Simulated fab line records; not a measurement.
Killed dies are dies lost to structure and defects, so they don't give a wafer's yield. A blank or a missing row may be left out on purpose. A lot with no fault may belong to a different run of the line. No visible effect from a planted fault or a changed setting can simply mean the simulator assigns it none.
fab line records	flow sky130
record: lots: 11	wafers: 33	last-day: 50
route steps=708 shown VIA4@650 METAL5@676 PASSIVATION@681 PAD_OPEN@708
lots that met no fault: taken from a fault-free run of the same line
start-h: the number of hours between the record's first day and the start of the first shown wafer of the lot	wait-h: hours elapsed since this lot's preceding step	" the same as in the row above	L1.1+2: a single row standing in for several wafers	- value missing, or start not given	* or withheld: withheld	< > ~ a bound
route shown NAME@n: NAME is a module with steps in the file, n the number in the route of the first one	usual: mean and standard deviation over wafers with no fault	same: alike in all rows	chamber/n: place in a boat	sites: the reading at each site	_std_site: how widely they spread, as a standard deviation	_edge_site: the outer-site mean with the inner-site mean subtracted	radius-mm: how far each site lies from the wafer's centre	mask NAME#n: copy n	behind: the last tool/chamber to shape the wafer	hold: reason for holding the lot/hours on hold/outcome of the hold	device: names the non-switching transistor (n, p or np)	end of line: the tests these same wafers got at the end of their route	where a step has no rows: the recipe by itself	killed: not the wafer's yield, but the dies lost to structure and defects at the first sort	map: a wafer's dies, x killed, . not, _ none there
set.NAME: the setting that was run; set.NAME@STEP: the one run at that earlier step	model.NAME: the simulator's own value behind a step, which no gauge read
the route's steps for a sample of lots (tables are steps, rows are wafers)
services: a tool's chamber out of use, with start hour (start-h, from the record's first day; less than 0 if before it), hours out, and reason
== steps ==
step: SKY_VIA4_OVL_MEAS_11
usual: VIA4_OVL: 0.5/1.4
lot.wafer	tool	chamber	start-h	wait-h	VIA4_OVL[nm]
L460.2	overlay-01	-	1052.15	0.1	0.2
L460.3	"	-	"	"	-0.1
L460.4	"	-	"	"	-0.1
L461.2	overlay-01	-	1055.21	0.1	-0.7
L461.4	"	-	"	"	1.3
L461.6	"	-	"	"	-0.1
L462.3	overlay-02	-	1059.33	0.1	1.1
L462.4	"	-	"	"	0.7
L462.5	"	-	"	"	1.5
L464.3	overlay-02	-	1084.77	0.1	1.8
L464.5	"	-	"	"	1.1
L464.6	"	-	"	"	2.5
L465.1	overlay-01	-	1090.86	0.1	0.7
L465.2	"	-	"	"	-0.5
L465.4	"	-	"	"	0.7
L468.2	overlay-01	-	1097.60	0.1	-2.2
L468.4	"	-	"	"	-1.5
L468.5	"	-	"	"	-3.5
L471.1	overlay-02	-	1112.70	0.1	-0.2
L471.3	"	-	"	"	-0.6
L471.5	"	-	"	"	-0.7
L472.1	overlay-02	-	1117.87	0.1	0.3
L472.3	"	-	"	"	1.5
L472.6	"	-	"	"	-0.2
L473.1	overlay-01	-	1131.55	0.1	-1.0
L473.5	"	-	"	"	2.5
L473.6	"	-	"	"	-0.4
L474.3	overlay-02	-	1133.36	0.1	1.1
L474.4	"	-	"	"	1.3
L474.6	"	-	"	"	0.9
L475.3	overlay-01	-	1137.63	0.1	1.1
L475.4	"	-	"	"	2.3
L475.6	"	-	"	"	2.4
step: SKY_VIA4_THK_MEAS_20
recipe: thk-meas-gauge: xrf	reads: W_of_VIA4_CVD_18
usual: VIA4_W_THK: 508/7.4
lot.wafer	tool	chamber	start-h	wait-h	VIA4_W_THK[nm]
L460.2	film-metro-04	-	1053.22	0.1	504
L460.3	"	-	"	"	509
L460.4	"	-	"	"	499
L461.2	film-metro-01	-	1056.25	0.1	512
L461.4	"	-	"	"	514
L461.6	"	-	"	"	517
L462.3	film-metro-02	-	1060.42	0.1	506
L462.4	"	-	"	"	505
L462.5	"	-	"	"	507
L464.3	film-metro-01	-	1085.81	0.1	520
L464.5	"	-	"	"	526
L464.6	"	-	"	"	507
L465.1	film-metro-04	-	1091.90	0.1	508
L465.2	"	-	"	"	495
L465.4	"	-	"	"	508
L468.2	film-metro-01	-	1098.65	0.1	514
L468.4	"	-	"	"	504
L468.5	"	-	"	"	513
L471.1	film-metro-01	-	1113.73	0.1	515
L471.3	"	-	"	"	512
L471.5	"	-	"	"	516
L472.1	film-metro-02	-	1118.95	0.1	516
L472.3	"	-	"	"	515
L472.6	"	-	"	"	519
L473.1	film-metro-04	-	1132.70	0.1	500
L473.5	"	-	"	"	506
L473.6	"	-	"	"	502
L474.3	film-metro-02	-	1134.40	0.1	516
L474.4	"	-	"	"	513
L474.6	"	-	"	"	507
L475.3	film-metro-01	-	1138.71	0.1	512
L475.4	"	-	"	"	510
L475.6	"	-	"	"	505
step: SKY_METAL5_METAL_ETCH_15
recipe: target-depth-a: 12600	stop-on: SiO2	over-etch-frac: 0.2	time-s: 252	chemistry: Cl2/BCl3	resist-sidewall-deg: 86	pressure-mtorr: 10	icp-w: 900	bias-w: 48.5	Cl2_flow_sccm: 60	bcl3-flow-sccm: 30
usual: drypump-motor-current-A: 5.4/0.39	oes-product-au: 0.894/0.0054	throttle-valve-pct: 22.263/0.0078
lot.wafer	tool	chamber	start-h	wait-h	drypump-motor-current-A	oes-product-au	rf-hours-counter-h	throttle-valve-pct
L460.2	rie-metal-04	1	1074.33	0.0	5.1	0.894	1	22.257
L460.3	"	0	"	"	5.1	0.890	-	22.276
L460.4	"	1	"	"	5.0	0.890	-	22.263
L461.2	rie-metal-02	1	1077.58	0.0	5.3	0.891	21	22.275
L461.4	"	0	"	"	5.4	0.906	-	22.257
L461.6	"	0	"	"	5.4	0.892	-	22.258
L462.3	rie-metal-02	1	1081.96	0.1	5.3	0.892	-	22.250
L462.4	"	0	"	"	5.4	0.888	-	22.255
L462.5	"	0	"	"	5.4	0.891	-	22.250
L464.3	rie-metal-02	1	1106.16	0.1	5.3	0.883	-	22.269
L464.5	"	1	"	"	5.3	0.893	-	22.261
L464.6	"	0	"	"	5.4	0.886	-	22.264
L465.1	rie-metal-02	0	1112.43	0.0	5.4	0.888	9	22.279
L465.2	"	1	"	"	5.3	0.898	23	22.257
L465.4	"	0	"	"	5.4	0.895	-	22.265
L468.2	rie-metal-02	0	1118.64	0.0	5.4	0.896	10	22.263
L468.4	"	0	"	"	5.4	0.896	-	22.261
L468.5	"	1	"	"	5.3	0.900	-	22.256
L471.1	rie-metal-04	0	1133.68	0.0	5.1	0.901	14	22.266
L471.3	"	0	"	"	5.1	0.898	-	22.258
L471.5	"	1	"	"	5.1	0.898	-	22.265
L472.1	rie-metal-03	0	1138.31	0.0	5.7	0.895	24	22.262
L472.3	"	0	"	"	5.7	0.889	-	22.261
L472.6	"	1	"	"	6.3	0.906	-	22.260
L473.1	rie-metal-04	0	1152.16	0.0	5.1	0.891	15	22.278
L473.5	"	1	"	"	5.1	0.897	-	22.259
L473.6	"	0	"	"	5.1	0.898	-	22.248
L474.3	rie-metal-03	0	1152.91	0.1	5.7	0.890	-	22.272
L474.4	"	1	"	"	6.3	0.886	-	22.258
L474.6	"	0	"	"	5.7	0.885	-	22.255
L475.3	rie-metal-03	0	1157.25	0.2	5.7	0.903	-	22.269
L475.4	"	0	"	"	5.7	0.896	-	22.265
L475.6	"	0	"	"	5.7	0.899	-	22.276
step: SKY_METAL5_STRIP_16
recipe: chemistry: O2/N2	power-w: 1400	pressure-mtorr: 1500	platen-temp-c: withheld	o2-flow-sccm: 3000	n2-flow-sccm: 300	overash-fraction: 0.5
usual: drypump-motor-current-A: 5.46/0.3	n2-flow-sccm: 300.1/0.91	oes-product-au: 0.711/0.0048	strip-time-to-endpoint-s: 13.00/0.15
lot.wafer	tool	chamber	start-h	wait-h	drypump-motor-current-A	n2-flow-sccm	oes-product-au	rf-hours-counter-h	strip-time-to-endpoint-s
L460.2	plasma-asher-02	0	1074.56	0.2	5.31	300.2	0.714	97	13.04
L460.3	"	0	"	"	5.33	300.6	0.712	-	13.09
L460.4	"	1	"	"	5.36	299.3	0.702	-	13.00
L461.2	plasma-asher-02	1	1077.81	0.2	5.35	299.1	0.712	98	12.78
L461.4	"	0	"	"	5.32	299.4	0.705	-	12.76
L461.6	"	0	"	"	5.34	300.3	0.704	-	12.76
L462.3	plasma-asher-03	1	1082.15	0.1	5.74	300.6	0.709	-	12.87
L462.4	"	0	"	"	5.37	300.3	0.716	-	12.81
L462.5	"	0	"	"	5.38	300.3	0.711	-	12.77
L464.3	plasma-asher-02	0	1106.35	0.1	5.30	300.7	0.605	-	9.32
L464.5	"	0	"	"	5.31	299.1	0.617	-	9.40
L464.6	"	1	"	"	5.37	300.0	0.617	-	9.45
L465.1	plasma-asher-02	0	1112.66	0.2	5.32	301.3	0.625	102	9.51
L465.2	"	1	"	"	5.34	301.2	0.618	102	9.57
L465.4	"	0	"	"	5.34	301.3	0.626	-	9.51
L468.2	plasma-asher-03	0	1118.87	0.2	5.38	300.5	0.621	6	9.39
L468.4	"	0	"	"	5.38	301.0	0.628	-	9.46
L468.5	"	1	"	"	5.76	301.6	0.615	-	9.52
L471.1	plasma-asher-02	0	1133.91	0.2	5.31	300.1	0.715	104	13.21
L471.3	"	1	"	"	5.37	300.3	0.710	-	13.09
L471.5	"	1	"	"	5.36	301.4	0.715	-	13.39
L472.1	plasma-asher-02	0	1138.54	0.2	5.32	300.0	0.713	104	12.92
L472.3	"	1	"	"	5.40	299.4	0.712	-	12.97
L472.6	"	1	"	"	5.42	301.0	0.715	-	13.20
L473.1	plasma-asher-03	0	1152.39	0.2	5.37	298.8	0.729	9	12.81
L473.5	"	0	"	"	5.34	299.0	0.703	-	12.93
L473.6	"	1	"	"	5.75	300.1	0.705	-	12.86
L474.3	plasma-asher-02	1	1153.10	0.1	5.37	299.6	0.708	-	12.94
L474.4	"	0	"	"	5.31	299.4	0.706	-	13.27
L474.6	"	1	"	"	5.32	300.3	0.708	-	13.01
L475.3	plasma-asher-03	0	1157.59	0.3	5.34	299.7	0.711	-	13.06
L475.4	"	1	"	"	5.76	300.8	0.713	-	13.05
L475.6	"	1	"	"	5.76	300.0	0.711	-	13.12
step: SKY_PASSIVATION_CVD_00
recipe: material: SiO2	target-thk-nm: 90	temp-c: 400	time-s: withheld	rf-w: 600
usual: heater-power-w: 686/120
lot.wafer	tool	chamber	start-h	wait-h	heater-power-w
L460.2	pecvd-02	2	1075.20	0.0	725
L460.3	"	1	"	"	623
L460.4	"	0	"	"	672
L461.2	pecvd-03	1	1078.41	0.0	601
L461.4	"	2	"	"	640
L461.6	"	0	"	"	928
L462.3	pecvd-02	2	1082.73	0.0	751
L462.4	"	1	"	"	556
L462.5	"	2	"	"	761
L464.3	pecvd-02	1	1106.91	0.0	657
L464.5	"	0	"	"	617
L464.6	"	2	"	"	784
L465.1	pecvd-03	0	1113.26	0.0	781
L465.2	"	1	"	"	601
L465.4	"	0	"	"	803
L468.2	pecvd-02	2	1119.46	0.0	759
L468.4	"	2	"	"	739
L468.5	"	0	"	"	739
L471.1	pecvd-03	2	1134.52	0.0	628
L471.3	"	1	"	"	587
L471.5	"	2	"	"	630
L472.1	pecvd-03	1	1139.17	0.0	567
L472.3	"	0	"	"	871
L472.6	"	2	"	"	617
L473.1	pecvd-01	0	1153.22	0.0	704
L473.5	"	2	"	"	535
L473.6	"	1	"	"	467
L474.3	pecvd-02	1	1153.77	0.0	654
L474.4	"	2	"	"	785
L474.6	"	0	"	"	634
L475.3	pecvd-03	2	1158.49	0.0	676
L475.4	"	1	"	"	513
L475.6	"	0	"	"	880
step: SKY_PAD_OPEN_PROBE_99
usual: defect-limited-yield: 82.3/2	killed_at_M0_to_M3: 43/7	killed_at_M4_up: 3.5/1.9	killed-at-contacts: 24/5.3	killed-at-front-end: 15/4.4	killed-at-other: 0.3/0.69	killed-dies: 87/9.7	killed-open: 48/7	killed-short: 39/6.4	sort_bin_3_pad_short: 0.9/0.46	sort_bin_5_function: 10.5/1.4	sort_bin_6_memory: 6.3/1.2	sort-n-pass: 405/9.7	sort-yield-pct: 82.3/2
same: gross-dies: 492	killed-at-back-side: 0	sort_bin_4_leakage[%]: 0	sort_bin_8_speed[%]: 0
lot.wafer	tool	chamber	start-h	wait-h	defect-limited-yield[%]	killed_at_M0_to_M3	killed_at_M4_up	killed-at-contacts	killed-at-front-end	killed-at-other	killed-dies	killed-open	killed-short	sort_bin_3_pad_short[%]	sort_bin_5_function[%]	sort_bin_6_memory[%]	sort-n-pass	sort-yield-pct[%]
L461.2	prober-02	-	1121.35	0.1	82.7	44	3	20	17	1	85	47	38	0.6	11.0	5.7	407	82.7
L461.4	prober-02	-	1121.45	0.2	86.4	34	3	19	11	0	67	41	26	0.8	8.7	4.1	425	86.4
L461.6	prober-02	-	1121.55	0.2	81.7	46	3	29	12	0	90	44	46	0.8	11.2	6.3	402	81.7
L462.3	prober-01	-	1124.47	0.2	79.5	52	6	26	17	0	101	60	41	2.4	10.2	7.9	391	79.5
L462.4	prober-01	-	1124.52	0.2	80.5	40	2	37	17	0	96	42	53	2.0	11.2	6.3	396	80.5
L462.5	prober-01	-	1124.57	0.2	85.6	31	3	19	18	0	71	32	38	0	9.3	5.1	421	85.6
L464.3	prober-01	-	1146.48	0.2	79.7	51	1	25	19	4	100	62	35	0.4	13.6	6.3	392	79.7
L464.5	prober-01	-	1146.58	0.2	82.5	37	3	26	18	2	86	38	46	0.8	10.6	6.1	406	82.5
L464.6	prober-01	-	1146.63	0.2	81.7	42	3	30	15	0	90	53	37	1.6	9.6	7.1	402	81.7
L465.1	prober-02	-	1152.75	0.1	83.5	33	2	25	20	1	81	43	38	1.0	10.0	5.5	411	83.5
L465.2	prober-02	-	1152.80	0.1	85.4	34	1	22	15	0	72	42	30	1.0	7.1	6.5	420	85.4
L465.4	prober-02	-	1152.90	0.2	81.7	35	3	28	24	0	90	56	33	1.0	11.2	6.1	402	81.7
killed by level:class
L461.2 VIA3:geometric-particle:open=10 METAL1:geometric-particle:short=9 CONTACT:geometric-particle:open=7 VIA1:geometric-particle:open=7 VIA1:geometric-particle:short=7 VIA2:geometric-particle:open=6 POLY_GATE:geometric-particle:short=5 LI_CONTACT:geometric-particle:open=5
L461.4 VIA1:geometric-particle:open=9 CONTACT:geometric-particle:open=7 VIA3:geometric-particle:open=7 CONTACT:geometric-particle:short=6 POLY_GATE:geometric-particle:short=4 LI_CONTACT:geometric-particle:open=4 METAL2:geometric-particle:short=4 VIA2:geometric-particle:open=4
L461.6 CONTACT:geometric-particle:open=13 VIA3:geometric-particle:open=9 VIA1:geometric-particle:open=8 CONTACT:geometric-particle:short=7 METAL1:geometric-particle:short=6 METAL2:geometric-particle:short=5 FIELD_ISO:geometric-particle:short=4 LI_CONTACT:geometric-particle:open=4
L462.3 VIA1:geometric-particle:open=13 CONTACT:geometric-particle:open=12 VIA2:geometric-particle:open=10 VIA3:geometric-particle:open=8 LI_CONTACT:geometric-particle:open=6 POLY_GATE:geometric-particle:open=5 METAL4:geometric-particle:short=5 METAL1:geometric-particle:short=5
L462.4 METAL1:geometric-particle:short=12 CONTACT:geometric-particle:open=9 CONTACT:geometric-particle:short=9 LOCAL_INTERCONNECT:geometric-particle:short=8 LI_CONTACT:geometric-particle:open=7 VIA1:geometric-particle:open=7 POLY_GATE:geometric-particle:short=5 VIA3:geometric-particle:open=5
L462.5 CONTACT:geometric-particle:open=11 POLY_GATE:geometric-particle:short=6 METAL1:geometric-particle:short=5 VIA1:geometric-particle:short=5 METAL2:geometric-particle:short=5 FIELD_ISO:geometric-particle:open=4 VIA2:geometric-particle:short=4 VIA2:geometric-particle:open=4
L464.3 VIA1:geometric-particle:open=13 CONTACT:geometric-particle:open=11 FIELD_ISO:geometric-particle:open=8 LI_CONTACT:geometric-particle:open=7 VIA3:geometric-particle:open=6 VIA2:geometric-particle:open=6 VIA1:geometric-particle:short=5 FIELD_ISO:geometric-particle:short=4
L464.5 CONTACT:geometric-particle:open=12 VIA1:geometric-particle:open=9 VIA3:geometric-particle:short=8 FIELD_ISO:geometric-particle:short=7 CONTACT:geometric-particle:short=6 METAL1:geometric-particle:short=5 FIELD_ISO:geometric-particle:open=4 METAL2:geometric-particle:short=4
L464.6 LI_CONTACT:geometric-particle:open=8 CONTACT:geometric-particle:open=8 VIA1:geometric-particle:open=8 VIA2:geometric-particle:open=8 VIA3:geometric-particle:open=8 FIELD_ISO:geometric-particle:short=6 CONTACT:geometric-particle:short=6 FIELD_ISO:geometric-particle:open=4
L465.1 FIELD_ISO:geometric-particle:open=9 CONTACT:geometric-particle:open=9 LI_CONTACT:geometric-particle:open=7 VIA2:geometric-particle:open=7 VIA1:geometric-particle:short=6 VIA1:geometric-particle:open=6 FIELD_ISO:geometric-particle:short=4 LOCAL_INTERCONNECT:geometric-particle:short=4
L465.2 CONTACT:geometric-particle:open=8 VIA2:geometric-particle:open=7 VIA1:geometric-particle:open=7 LI_CONTACT:geometric-particle:open=6 LOCAL_INTERCONNECT:geometric-particle:short=4 METAL1:geometric-particle:short=4 VIA3:geometric-particle:open=4 FIELD_ISO:geometric-particle:open=3
L465.4 CONTACT:geometric-particle:open=13 VIA2:geometric-particle:open=12 VIA1:geometric-particle:open=8 FIELD_ISO:geometric-particle:open=7 LI_CONTACT:geometric-particle:open=7 POLY_GATE:geometric-particle:short=6 CONTACT:geometric-particle:short=6 POLY_GATE:geometric-particle:open=5
== services ==
tool	chamber	start-h	hours	kind
pecvd-01	0	1051.40	2.1	scheduled-down
plasma-asher-03	-	1055.25	9.0	pm
plasma-asher-03	0	1055.25	9.0	vent-cycle
plasma-asher-03	1	1055.25	9.0	vent-cycle
pecvd-02	2	1057.56	5.0	repair
plasma-asher-03	0	1064.25	-	clean
plasma-asher-03	1	1064.25	-	clean
pecvd-02	-	1067.02	6.0	pm
pecvd-02	0	1077.34	5.5	scheduled-down
pecvd-02	-	1089.03	2.8	pm
pecvd-01	1	1092.59	5.5	scheduled-down
rie-metal-04	1	1094.44	3.6	repair
rie-metal-03	1	1099.01	17.2	repair
pecvd-01	-	1100.43	1.4	repair
pecvd-03	2	1111.54	2.1	scheduled-down
pecvd-03	1	1115.87	2.6	repair
pecvd-03	0	1125.31	4.3	repair
pecvd-02	-	1138.42	5.5	pm
pecvd-03	0	1144.40	10.0	repair
rie-metal-02	1	1150.61	-	clean
rie-metal-02	1	1150.61	-	consumable-replace:focus-ring
rie-metal-02	1	1150.61	25.2	scheduled-down
rie-metal-02	1	1150.61	25.2	vent-cycle
rie-metal-03	1	1153.99	13.2	repair
== key ==
first-sign: step: SKY_METAL5_STRIP_16	reading: strip-time-to-endpoint-s	direction: down	sigmas: 24	usual: *	struck: *
effect: step: SKY_METAL5_STRIP_16	reading: oes-product-au	direction: down	sigmas: 19	usual: 0.711	struck: 0.619
met-at SKY_METAL5_METAL_ETCH_15
struck-lots L464,L465,L468
not-acting-at SKY_VIA4_OVL_MEAS_11,SKY_VIA4_THK_MEAS_20,SKY_PASSIVATION_CVD_00
onset-between 1081.96 1106.16
fault: kind: process-parameter-drift	tool: rie-metal-02	chamber: -	onset-h: 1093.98	steps: SKY_METAL5_METAL_ETCH_15	channel: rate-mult	offset: 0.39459	shape: step	end-h: 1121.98
